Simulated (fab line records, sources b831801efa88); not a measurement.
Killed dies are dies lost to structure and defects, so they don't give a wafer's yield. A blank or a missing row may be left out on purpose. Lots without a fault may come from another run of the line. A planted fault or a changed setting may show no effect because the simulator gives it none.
A struck lot beside a sound one | flow sfq_line | 15 steps out of a route of 325
Sound: wafers L602.3, L602.4, L602.6. Struck: wafers L605.4, L605.6. (L605.1 of the same lot was not struck and is left out.) The cause comes at the end.
At each step with rows: each side's tool, then ch and its chambers, then its first start. Under that, the readings that differ: sound wafers | struck wafers | difference of the means | sigmas: that difference in standard deviations of wafers without a fault.
alike: readings whose means differ by less than 2 such deviations, and words and numbers that are the same on both sides. not compared: withheld readings, readings that some wafer has no value for, bounds like >300 that may hide the same value, and numbers for which the record gives no deviation and whose values overlap.
The two part at a step that has a row with sigmas, a row that says differs or no value, or rows on one side only. Numbers that don't overlap but have no deviation are shown without sigmas and don't part them. A reading that every wafer of one side lacks parts them only if that side has two wafers or more.

first, 1 step without rows for these wafers: SFQ_TRILAYER_M6_STRIP_SOLV_CLEAN_164 (cleans in NMP, time 600 s).
SFQ_TRILAYER_I6_DEP_PECVD_165: deposits SiO2 from SiH4/N2O, time 111.11 s, target thk 500 nm.
  sound on pecvd-01 ch 0,1, day 77 13:46; struck on pecvd-02 ch 1,2, day 77 22:10
  alike: heater_power_w, throttle_valve_pct
SFQ_TRILAYER_I6_CMP_CMP_166: polishes SiO2.
  sound on cmp-02 ch 1,3, day 77 17:50; struck on cmp-01 ch 0,3, day 78 09:03
  alike: motor_current_A, time_to_endpoint_s
SFQ_I6_BOW_MEAS_941:
  sound on film_metro-03, day 77 20:53; struck on film_metro-04, day 78 11:33
  alike: I6_BOW
SFQ_TRILAYER_I6_METRO_MEASURE_167:
  sound on film_metro-03, day 77 21:22; struck on film_metro-04, day 78 11:40
  alike: thk_nm
then, 6 steps without rows for these wafers: SFQ_TRILAYER_I6_VIA_LITHO_COAT_174 (resist thk 62 nm); SFQ_TRILAYER_I6_VIA_LITHO_COAT_169 (resist thk 650 nm); SFQ_TRILAYER_I6_VIA_LITHO_SOFTBAKE_173; SFQ_TRILAYER_I6_VIA_LITHO_EXPOSE_170 (exposes mask I6, target cd 700 nm); SFQ_TRILAYER_I6_VIA_LITHO_PEB_172 (peb time 60 s); SFQ_TRILAYER_I6_VIA_LITHO_DEVELOP_171 (time 60 s).
SFQ_I6_OVL_MEAS_942:
  sound on overlay-02, day 79 10:28; struck on overlay-02, day 79 15:16
  alike: I6_OVL
SFQ_TRILAYER_I6_VIA_BARC_OPEN_VIA_ETCH_235: etches BARC in O2, target depth 125 nm, time 41.7 s.
  sound on rie_diel-02 ch 0,3, day 79 10:29; struck on rie_diel-02 ch 1, day 79 15:17
  reading               | sound             | struck      | difference | sigmas
  oes_product_au (a.u.) | 0.691 0.680 0.682 | 0.735 0.732 | +0.049     | +10
  run_length_s (s)      | 69.6 70.3 70.3    | 67.3 67.2   | -2.8       | -7
  alike: drypump_motor_current_A
  not compared: rf_hours_counter_h, model.KrF_of_TRILAYER_I6_VIA_LITHO_COAT_169.thk_nm
SFQ_TRILAYER_I6_VIA_ETCH_VIA_ETCH_172: etches SiO2 in CHF3, stops on Nb, target depth 260 nm.
  sound on rie_diel-02 ch 0,3, day 79 10:32; struck on rie_diel-02 ch 1, day 79 15:20
  alike: drypump_motor_current_A, oes_product_au
  not compared: model.KrF_of_TRILAYER_I6_VIA_LITHO_COAT_169.thk_nm
SFQ_TRILAYER_I6_VIA_STRIP_STRIP_173: strips in O2.
  sound on rie_metal-03 ch 0,1, day 79 10:51; struck on rie_metal-03 ch 0,1, day 79 15:27
  alike: drypump_motor_current_A, oes_product_au
  not compared: rf_hours_counter_h

WHERE THEY PART
Only at SFQ_TRILAYER_I6_VIA_BARC_OPEN_VIA_ETCH_235, within this record. Later steps at which nothing parts them and some readings are alike: SFQ_TRILAYER_I6_VIA_ETCH_VIA_ETCH_172, SFQ_TRILAYER_I6_VIA_STRIP_STRIP_173.

WHY: what the simulator had put in
Process parameter drift: rie_diel-02, from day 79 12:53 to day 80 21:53, at SFQ_TRILAYER_I6_VIA_BARC_OPEN_VIA_ETCH_235. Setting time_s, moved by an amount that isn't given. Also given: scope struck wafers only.
